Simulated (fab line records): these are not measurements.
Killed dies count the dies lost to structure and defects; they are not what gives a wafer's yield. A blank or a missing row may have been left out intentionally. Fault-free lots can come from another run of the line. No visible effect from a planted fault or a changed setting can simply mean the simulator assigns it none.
Matching of chambers    flow gf180mcu    pecvd-04 running GF_CONTACT_CVD_02: 3 sister chambers
The step deposits SiO2 from TEOS, target thk 860 nm, time 95.992 s. 3 wafers are shown with their chamber, then 8 later ones without.

WAFERS PAIRED WITH THEIR CHAMBERS
wafer   chamber  heater-power-w (W)
L979.3  0        599
L983.2  2        720
L990.1  1        683

WAFERS WITH NO CHAMBER GIVEN
wafer   heater-power-w (W)
L990.2  628
L990.3  544
L993.1  599
L993.2  668
L993.3  611
L994.2  513
L994.3  642
L994.5  666

WHICH CHAMBER EACH ONE RAN IN
wafer    from the rows above            in truth
L990.2   can't be placed: 0 or 1 or 2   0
L990.3   0                              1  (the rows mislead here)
L993.1   0                              0
L993.2   can't be placed: 1 or 2 or 0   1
L993.3   can't be placed: 0 or 1        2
L994.2   0                              0
L994.3   can't be placed: 1 or 0 or 2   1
L994.5   can't be placed: 1 or 2 or 0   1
Correct placement for 2 of the 8. These rows do not allow placing 5 (true chamber among the candidates in 4). Placed wrongly: 1.
How it was worked out, from the rows above alone: a wafer's distance from a chamber is the root of the sum, over the readings, of the square of ((its reading less the chamber's mean) divided by the reading's scatter). If the next closest chamber is less than 2 further off than the closest, the wafer can't be placed; otherwise it belongs to the closest. A chamber's mean is the mean of its shown wafers. The scatter (one wafer shown for each chamber): square how far every hidden wafer sits from the nearest shown wafer, average those squares and take the square root.
